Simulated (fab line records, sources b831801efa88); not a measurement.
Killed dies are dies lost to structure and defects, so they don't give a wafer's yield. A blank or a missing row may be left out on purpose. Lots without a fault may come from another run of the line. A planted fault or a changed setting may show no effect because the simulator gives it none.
Chamber matching | flow sky130 | SKY_LI_CONTACT_ETCH_15 on rie_diel-02: 4 sister chambers
The step etches PSG in C4F8/O2/Ar, stops on Si, target depth 600 nm. 8 wafers are shown with their chamber, then 7 later ones without.

WAFERS WITH THEIR CHAMBER
wafer  | chamber | rf_fwd_power_W (W) | oes_product_au (a.u.)
L151.6 | 2       | 1485               | 0.839
L152.2 | 2       | 1483               | 0.832
L154.6 | 0       | 1499               | 0.843
L157.1 | 0       | 1492               | 0.831
L157.3 | 1       | 1490               | 0.838
L157.5 | 3       | 1480               | 0.838
L166.3 | 1       | 1487               | 0.838
L166.4 | 3       | 1493               | 0.832

WAFERS WITHOUT THEIR CHAMBER
wafer  | rf_fwd_power_W (W) | oes_product_au (a.u.)
L166.6 | 1498               | 0.831
L168.2 | 1491               | 0.835
L168.3 | 1494               | 0.841
L168.4 | 1482               | 0.841
L170.3 | 1500               | 0.841
L170.4 | 1496               | 0.838
L170.5 | 1491               | 0.835

WHICH CHAMBER EACH WENT THROUGH
wafer  | from the rows above               | in truth
L166.6 | can't be placed: 0 or 1 or 3 or 2 | 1
L168.2 | can't be placed: 1 or 3 or 0 or 2 | 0
L168.3 | can't be placed: 0 or 1 or 3 or 2 | 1
L168.4 | can't be placed: 2 or 1 or 3 or 0 | 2
L170.3 | can't be placed: 0 or 1 or 3      | 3
L170.4 | can't be placed: 0 or 1 or 3      | 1
L170.5 | can't be placed: 1 or 3 or 0 or 2 | 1
Placed correctly: 0 of 7. Can't be placed from these rows: 7 (the true chamber is among the candidates in 7). Placed wrongly: 0.
How it was worked out, from the rows above alone: a wafer's distance from a chamber is the root of the sum, over the readings, of the square of ((its reading less the chamber's mean) divided by the reading's scatter). The wafer belongs to the nearest chamber; if the next one is less than 2 further off, it can't be placed. A chamber's mean is the mean of its shown wafers. The scatter: the root of (the sum of the squares of (reading less its chamber's mean) over the shown wafers, divided by (wafers less chambers)).
